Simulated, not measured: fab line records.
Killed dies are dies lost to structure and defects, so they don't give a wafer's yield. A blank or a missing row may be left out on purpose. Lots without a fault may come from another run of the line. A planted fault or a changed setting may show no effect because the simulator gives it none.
A struck lot beside a sound one + flow sfqLine + 20 out of 325 route steps
Sound: these wafers, L608.1, L608.2, L608.3. Struck: wafers L619.4, L619.6. (L619.3 of the same lot was not struck and is left out.) The cause comes at the end.
Order at every step that has rows: each side's tool, ch and its chambers, its first start. Under that, the readings that differ: sound wafers + struck wafers + difference of the means + sigmas: that difference in standard deviations of wafers without a fault.
alike: words and numbers the same on both sides, and readings whose means are apart by under 2 such deviations; not compared: readings that were withheld, readings missing a value for some wafer, numbers with overlapping values and no deviation given by the record, and bounds like >300 which may hide the same value.
Wherever a step has rows on one side only, a row that says differs or no value, or a row with sigmas, the two part there. Numbers that have no deviation but don't overlap get no sigmas and don't part them. A reading that every wafer of one side lacks parts them only if that side has two wafers or more.

first, 3 steps without rows for these wafers: SFQ_TRILAYER_L0_VIA_LITHO_EXPOSE_014 (exposes mask L0V, target cd 700 nm); SFQ_TRILAYER_L0_VIA_LITHO_PEB_016 (peb time 60 s); SFQ_TRILAYER_L0_VIA_LITHO_DEVELOP_015 (time 60 s).
SFQ_L0V_OVL_MEAS_903:
  sound on overlay-01 at day 5 10:01; struck on overlay-01 at day 7 14:56
  alike: L0V_OVL
SFQ_TRILAYER_L0_VIA_BARC_OPEN_VIA_ETCH_021: etches BARC in O2, target depth 125 nm, time 41.7 s.
  sound on rieDiel-04 ch 0,1,2, day 5 10:03; struck on rieDiel-03 ch 0,3, day 7 14:57
  alike: drypumpMotorCurrentA, oesProductAu, rfFwdPowerW
  not compared: rfHoursCounterH
SFQ_TRILAYER_L0_VIA_ETCH_VIA_ETCH_016: etches SiO2 in CHF3, stops on MoNx KI, target depth 80 nm.
  sound on rieDiel-04 ch 0,1,2, day 5 10:05; struck on rieDiel-03 ch 0,3, day 7 14:59
  alike: drypumpMotorCurrentA, oesProductAu, rfFwdPowerW
SFQ_TRILAYER_L0_VIA_STRIP_STRIP_017: strips in O2.
  sound on rieMetal-02 ch 0,1, day 5 10:08; struck on rieMetal-02 ch 0,1, day 7 15:14
  alike: drypumpMotorCurrentA, oesProductAu
  not compared: rfHoursCounterH
then, 2 steps without rows for these wafers: SFQ_TRILAYER_L0_VIA_STRIP_SOLV_CLEAN_018 (cleans in NMP, time 600 s); SFQ_TRILAYER_M0_DEP_PRE_CLEAN_020 (time 15 s).
SFQ_TRILAYER_M0_DEP_SPUTTER_019: material Nb, target thk 200 nm, time 133.3 s.
  sound on pvdSputter-03 at day 5 10:57; struck on pvdSputter-03 at day 7 15:50
  alike: throttleValvePct
SFQ_M0_RS_MEAS_904: measures by four-point-probe.
  sound on filmMetro-01 at day 5 11:02; struck on filmMetro-01 at day 7 15:58
  alike: M0_NB_RS
SFQ_TRILAYER_M0_LITHO_COAT_026: resist thk 62 nm.
  sound on lithoTrack-03 ch 0, day 5 11:13; struck on lithoTrack-04 ch 0, day 7 16:13
| reading                                             | sound             | struck      | difference | sigmas |
|-----------------------------------------------------|-------------------|-------------|------------|--------|
| model.BARC_of_TRILAYER_M0_LITHO_COAT_026.thkNm (nm) | 61.77 61.87 62.04 | 43.74 43.78 | -18.13     |        |
then, 5 steps without rows for these wafers: SFQ_TRILAYER_M0_LITHO_COAT_021 (resist thk 600 nm); SFQ_TRILAYER_M0_LITHO_SOFTBAKE_025; SFQ_TRILAYER_M0_LITHO_EXPOSE_022 (exposes mask M0, target cd 500 nm); SFQ_TRILAYER_M0_LITHO_PEB_024 (peb time 60 s); SFQ_TRILAYER_M0_LITHO_DEVELOP_023 (time 60 s).
-- the record jumps here: 2 days lie between the struck wafers' starts before and after --
SFQ_M0_OVL_MEAS_906:
  sound on overlay-01 at day 6 20:55; struck on overlay-02 at day 9 16:25
  alike: M0_OVL
SFQ_TRILAYER_M0_BARC_OPEN_METAL_ETCH_031: etches BARC in O2, target depth 125 nm, time 41.7 s.
  sound on rieMetal-02 ch 0,1, day 6 20:57; struck on rieMetal-03 ch 0, day 9 16:28
| reading                 | sound             | struck      | difference | sigmas |
|-------------------------|-------------------|-------------|------------|--------|
| oesProductAu (a.u.)     | 0.689 0.685 0.682 | 0.594 0.597 | -0.090     | -20    |
| model.etch.depthNm (nm) | 61.77 61.87 62.04 | 43.74 43.78 | -18.13     |        |
  alike: drypumpMotorCurrentA, rfFwdPowerW
  not compared: rfHoursCounterH
SFQ_TRILAYER_M0_ETCH_METAL_ETCH_024: etches Nb in Cl2/Ar, stops on SiO2, target depth 240 nm, time 120 s.
  sound on rieMetal-02 ch 0,1, day 6 21:01; struck on rieMetal-03 ch 0, day 9 16:32
  alike: drypumpMotorCurrentA, oesProductAu, rfFwdPowerW
  not compared: rfHoursCounterH

WHERE THEY PART
Only at SFQ_TRILAYER_M0_BARC_OPEN_METAL_ETCH_031, within this record. Later steps at which nothing parts them and some readings are alike: SFQ_TRILAYER_M0_ETCH_METAL_ETCH_024.

WHY: whatever the simulator had introduced
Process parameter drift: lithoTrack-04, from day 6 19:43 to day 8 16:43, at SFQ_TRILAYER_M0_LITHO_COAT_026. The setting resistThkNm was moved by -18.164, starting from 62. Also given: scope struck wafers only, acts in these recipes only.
